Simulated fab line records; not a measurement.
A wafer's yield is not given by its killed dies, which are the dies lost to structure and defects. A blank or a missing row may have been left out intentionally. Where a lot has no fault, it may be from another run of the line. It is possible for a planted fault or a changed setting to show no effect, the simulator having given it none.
Matching of chambers || flow gf180mcu || 3 sister chambers for GF_V2_STRIP_19 on wet bench-04
The step strips in post etch residue remover, time 1200 s. 6 wafers are shown with their chamber, then 4 later ones without.

WAFERS WITH THEIR CHAMBER
{"wafer": "L642.3", "chamber": 3, "bath guard temp C (C)": 72.8}
{"wafer": "L642.5", "chamber": 3, "bath guard temp C (C)": 72.3}
{"wafer": "L644.3", "chamber": 1, "bath guard temp C (C)": 72.6}
{"wafer": "L644.5", "chamber": 1, "bath guard temp C (C)": 72.7}
{"wafer": "L652.3", "chamber": 0, "bath guard temp C (C)": 73.3}
{"wafer": "L652.5", "chamber": 0, "bath guard temp C (C)": 73.3}

WAFERS WITH NO CHAMBER GIVEN
{"wafer": "L652.6", "bath guard temp C (C)": 73.2}
{"wafer": "L654.1", "bath guard temp C (C)": 72.7}
{"wafer": "L654.2", "bath guard temp C (C)": 72.8}
{"wafer": "L654.5", "bath guard temp C (C)": 72.6}

THE CHAMBER EACH PASSED THROUGH
{"wafer": "L652.6", "from the rows above": 0, "in truth": 0}
{"wafer": "L654.1", "from the rows above": "can't be placed: 1 or 3", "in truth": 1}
{"wafer": "L654.2", "from the rows above": "can't be placed: 1 or 3 or 0", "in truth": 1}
{"wafer": "L654.5", "from the rows above": "can't be placed: 3 or 1", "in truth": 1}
Correct placement for 1 of the 4. From these rows, 3 cannot be placed; in 3 the true chamber is one of the candidates. 0 placed wrongly.
How it was worked out, from the rows above alone: a wafer's distance from a chamber is the root of the sum, over the readings, of the square of ((its reading less the chamber's mean) divided by the reading's scatter). The wafer belongs to the nearest chamber; if the next one is less than 2 further off, it can't be placed. Each chamber's mean is taken over the wafers shown for it. The scatter: the root of (the sum of the squares of (reading less its chamber's mean) over the shown wafers, divided by (wafers less chambers)).
